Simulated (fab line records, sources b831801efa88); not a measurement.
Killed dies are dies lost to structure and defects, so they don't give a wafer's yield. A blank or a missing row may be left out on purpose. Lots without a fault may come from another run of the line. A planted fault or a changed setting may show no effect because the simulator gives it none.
Which tool did it? | flow gf180mcu | 11 lots, 33 wafers sampled, at 5 steps of a route of 602

WHAT THE GAUGES READ, wafer by wafer
GF_HV_LDD_CD_MEAS_19: target cd 400 nm. Usual: cd_nm 399.4 nm, standard deviation 2.3.
lot  | measured     | on        | cd_nm (nm)        | flag
L279 | day 10 23:07 | cd_sem-02 | 397.8 397.7 400.7 |
L281 | day 11 13:48 | cd_sem-01 | 395.3 399.4 397.1 |
L282 | day 11 22:24 | cd_sem-01 | 402.9 404.7 403.1 |
L283 | day 12 03:19 | cd_sem-01 | 401.2 401.9 401.2 |
L285 | day 12 11:32 | cd_sem-01 | 400.5 400.2 399.0 |
L291 | day 14 09:47 | cd_sem-01 | 396.2 395.2 397.2 |
L292 | day 14 23:20 | cd_sem-02 | 397.8 401.3 400.9 |
L293 | day 15 05:35 | cd_sem-01 | 397.8 399.2 399.5 |
L295 | day 15 19:16 | cd_sem-01 | 399.3 399.6 398.2 |
L297 | day 16 12:52 | cd_sem-01 | 395.4 396.2 396.4 |
L299 | day 17 00:02 | cd_sem-01 | 397.6 397.3 399.2 |

WHICH TOOL RAN EACH LOT (tool, then ch and the chambers of the sampled wafers, then the start)
lot  | GF_VT_IMPLANT_STRIP_42               | GF_POLY_GATE_ETCH_12               | GF_POLY_GATE_ETCH_13             | GF_POLY_GATE_STRIP_14
L279 | plasma_asher-02 ch 0,1, day 7 18:44  | rie_diel-04 ch 1,2, day 9 08:59    | rie_si-02 ch 1,2, day 9 09:02    | plasma_asher-01 ch 0,1, day 9 09:05
L281 | plasma_asher-04 ch 0,1, day 8 09:10  | rie_diel-02 ch 0,2,3, day 10 00:20 | rie_si-01 ch 0,1, day 10 00:23   | plasma_asher-01 ch 0,1, day 10 00:29
L282 | plasma_asher-04 ch 0,1, day 8 15:10  | rie_diel-02 ch 2,3, day 10 07:30   | rie_si-01 ch 0,3, day 10 07:33   | plasma_asher-02 ch 0, day 10 07:37
L283 | plasma_asher-02 ch 0,1, day 8 19:38  | rie_diel-04 ch 0,1,2, day 10 11:33 | rie_si-02 ch 0,3, day 10 11:36   | plasma_asher-01 ch 0,1, day 10 11:41
L285 | plasma_asher-03 ch 0,1, day 9 05:37  | rie_diel-03 ch 0,2,3, day 10 21:42 | rie_si-01 ch 1,3, day 10 21:45   | plasma_asher-01 ch 0,1, day 10 21:49
L291 | plasma_asher-04 ch 1, day 10 20:55   | rie_diel-02 ch 0,2, day 12 15:49   | rie_si-01 ch 2,3, day 12 15:52   | plasma_asher-04 ch 0,1, day 12 15:55
L292 | plasma_asher-02 ch 0,1, day 11 07:38 | rie_diel-04 ch 0,1, day 13 04:02   | rie_si-02 ch 0,1,2, day 13 04:05 | plasma_asher-02 ch 0,1, day 13 04:08
L293 | plasma_asher-03 ch 0,1, day 11 10:22 | rie_diel-02 ch 0,1,3, day 13 07:17 | rie_si-02 ch 0,1, day 13 07:20   | plasma_asher-01 ch 0,1, day 13 07:23
L295 | plasma_asher-03 ch 0,1, day 12 01:27 | rie_diel-04 ch 0,1,3, day 13 22:59 | rie_si-01 ch 1,2,3, day 13 23:02 | plasma_asher-02 ch 0,1, day 13 23:05
L297 | plasma_asher-02 ch 0,1, day 12 14:09 | rie_diel-02 ch 0,1,3, day 14 14:20 | rie_si-02 ch 1,3, day 14 14:23   | plasma_asher-04 ch 0,1, day 14 14:26
L299 | plasma_asher-04 ch 0,1, day 13 02:00 | rie_diel-02 ch 0,1, day 15 01:54   | rie_si-02 ch 0,2, day 15 01:57   | plasma_asher-02 ch 0,1, day 15 02:01
- GF_VT_IMPLANT_STRIP_42: strips in O2/N2.
- GF_POLY_GATE_ETCH_12: etches BARC in N2/H2.
- GF_POLY_GATE_ETCH_13: etches poly-Si in HBr/Cl2, stops on SiO2, target depth 198.5 nm, time 69.6 s.
- GF_POLY_GATE_STRIP_14: strips in O2/N2.

WHAT THE TOOLS THEMSELVES READ (means of the sampled wafers that have a number; where no wafer has one, the mark that the record gives instead)
GF_VT_IMPLANT_STRIP_42. Usual: drypump_motor_current_A 5.60 A, standard deviation 0.28; heater_power_w 340 W, standard deviation 43; o2_flow_sccm 2999 sccm, standard deviation 8.5; oes_product_au 0.716 a.u., standard deviation 0.0045; strip_time_to_endpoint_s 12.64 s, standard deviation 0.031.
lot  | tool            | drypump_motor_current_A (A) | heater_power_w (W) | o2_flow_sccm (sccm) | oes_product_au (a.u.) | strip_time_to_endpoint_s (s) | flag
L279 | plasma_asher-02 | 5.71                        | 367                | 2998                | 0.716                 | 12.64                        |
L281 | plasma_asher-04 | 5.71                        | 302                | 3006                | 0.714                 | 12.65                        |
L282 | plasma_asher-04 | 5.69                        | 305                | 2993                | 0.718                 | 12.59                        |
L283 | plasma_asher-02 | 5.47                        | 365                | 3007                | 0.711                 | 12.67                        |
L285 | plasma_asher-03 | 5.53                        | 389                | 2997                | 0.714                 | 12.66                        |
L291 | plasma_asher-04 | 5.41                        | 268                | 3001                | 0.720                 | 12.66                        |
L292 | plasma_asher-02 | 5.71                        | 360                | 2994                | 0.717                 | 12.66                        |
L293 | plasma_asher-03 | 5.53                        | 391                | 3000                | 0.713                 | 12.61                        |
L295 | plasma_asher-03 | 5.58                        | 364                | 3003                | 0.718                 | 12.65                        |
L297 | plasma_asher-02 | 5.72                        | 363                | 2991                | 0.718                 | 12.66                        |
L299 | plasma_asher-04 | 5.70                        | 302                | 3006                | 0.717                 | 12.62                        |

GF_POLY_GATE_ETCH_12. Usual: drypump_motor_current_A 5.62 A, standard deviation 0.27; oes_product_au 0.736 a.u., standard deviation 0.0052; throttle_valve_pct 13.215 %, standard deviation 0.0099.
lot  | tool        | drypump_motor_current_A (A) | oes_product_au (a.u.) | throttle_valve_pct (%) | flag
L279 | rie_diel-04 | 5.44                        | 0.734                 | 13.210                 |
L281 | rie_diel-02 | 5.67                        | 0.736                 | 13.225                 |
L282 | rie_diel-02 | 5.86                        | 0.741                 | 13.217                 |
L283 | rie_diel-04 | 5.47                        | 0.732                 | 13.208                 |
L285 | rie_diel-03 | 5.61                        | 0.740                 | 13.228                 |
L291 | rie_diel-02 | 5.84                        | 0.731                 | 13.218                 |
L292 | rie_diel-04 | 5.46                        | 0.735                 | 13.213                 |
L293 | rie_diel-02 | 5.54                        | 0.734                 | 13.215                 |
L295 | rie_diel-04 | 5.48                        | 0.739                 | 13.217                 |
L297 | rie_diel-02 | 5.53                        | 0.743                 | 13.211                 |
L299 | rie_diel-02 | 5.51                        | 0.732                 | 13.212                 |

GF_POLY_GATE_ETCH_13. Usual: drypump_motor_current_A 5.53 A, standard deviation 0.17; oes_product_au 0.992 a.u., standard deviation 0.0075; throttle_valve_pct 33.684 %, standard deviation 0.0085.
lot  | tool      | drypump_motor_current_A (A) | oes_product_au (a.u.) | throttle_valve_pct (%) | flag
L279 | rie_si-02 | 5.39                        | 0.984                 | 33.680                 |
L281 | rie_si-01 | 5.70                        | 0.989                 | 33.679                 |
L282 | rie_si-01 | 5.68                        | 0.996                 | 33.687                 |
L283 | rie_si-02 | 5.55                        | 0.995                 | 33.683                 |
L285 | rie_si-01 | 5.71                        | 0.992                 | 33.688                 |
L291 | rie_si-01 | 5.42                        | 0.858                 | 33.687                 | OFF
L292 | rie_si-02 | 5.44                        | 0.989                 | 33.689                 |
L293 | rie_si-02 | 5.45                        | 0.999                 | 33.680                 |
L295 | rie_si-01 | 5.56                        | 0.857                 | 33.696                 | OFF
L297 | rie_si-02 | 5.44                        | 0.990                 | 33.688                 |
L299 | rie_si-02 | 5.53                        | 0.994                 | 33.683                 |

GF_POLY_GATE_STRIP_14. Usual: drypump_motor_current_A 5.7 A, standard deviation 0.39; heater_power_w 326 W, standard deviation 36; o2_flow_sccm 3001 sccm, standard deviation 9.3; oes_product_au 0.504 a.u., standard deviation 0.0052.
lot  | tool            | drypump_motor_current_A (A) | heater_power_w (W) | o2_flow_sccm (sccm) | oes_product_au (a.u.) | flag
L279 | plasma_asher-01 | 6.2                         | 299                | 2998                | 0.506                 |
L281 | plasma_asher-01 | 6.0                         | 314                | 3006                | 0.504                 |
L282 | plasma_asher-02 | 6.0                         | 359                | 2999                | 0.502                 |
L283 | plasma_asher-01 | 6.0                         | 319                | 3006                | 0.504                 |
L285 | plasma_asher-01 | 6.2                         | 299                | 3010                | 0.506                 |
L291 | plasma_asher-04 | 5.7                         | 303                | 2996                | 0.492                 |
L292 | plasma_asher-02 | 5.5                         | 365                | 3002                | 0.505                 |
L293 | plasma_asher-01 | 6.2                         | 300                | 3002                | 0.502                 |
L295 | plasma_asher-02 | 5.5                         | 362                | 3007                | 0.496                 |
L297 | plasma_asher-04 | 5.5                         | 285                | 2995                | 0.503                 |
L299 | plasma_asher-02 | 5.7                         | 362                | 2992                | 0.505                 |

THE ANSWER, worked out from the rows above alone
Rule: a lot is off if the mean of its wafers that have a number lies more than 3 standard deviations from the usual mean. A lot without any number at a reading at which 4 lots or more have one is off too. The other lots that the step has rows for count as sound. The gauges are gone through in route order, then the tools' own readings, and for those a lot's mean is taken as printed above. The first step at which some lot is off is used, and at that step the reading that is off furthest; a lot without a number counts as furthest.
Off: L291, L295, at GF_POLY_GATE_ETCH_13 (oes_product_au).
A tool fits if, at that step or a process step before it, it ran every lot that is off, and no sound lot after the first of them. One fits: rie_si-01 at GF_POLY_GATE_ETCH_13. Its last sound lot is L285 (day 10 21:45), its first lot that is off L291 (day 12 15:52): a fault that began between those two fits.
The tool's own readings at GF_POLY_GATE_ETCH_13 bear it out: on the lots that are off they differ by more than 5 times the standard deviation of the sound lots' means. oes_product_au reads 0.857 a.u. there against 0.992 a.u. on the sound lots.

WHAT THE SIMULATOR HAD PUT IN
Process parameter drift: rie_si-01, from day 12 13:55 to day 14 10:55, at GF_POLY_GATE_ETCH_13. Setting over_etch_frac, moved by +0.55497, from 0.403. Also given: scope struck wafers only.
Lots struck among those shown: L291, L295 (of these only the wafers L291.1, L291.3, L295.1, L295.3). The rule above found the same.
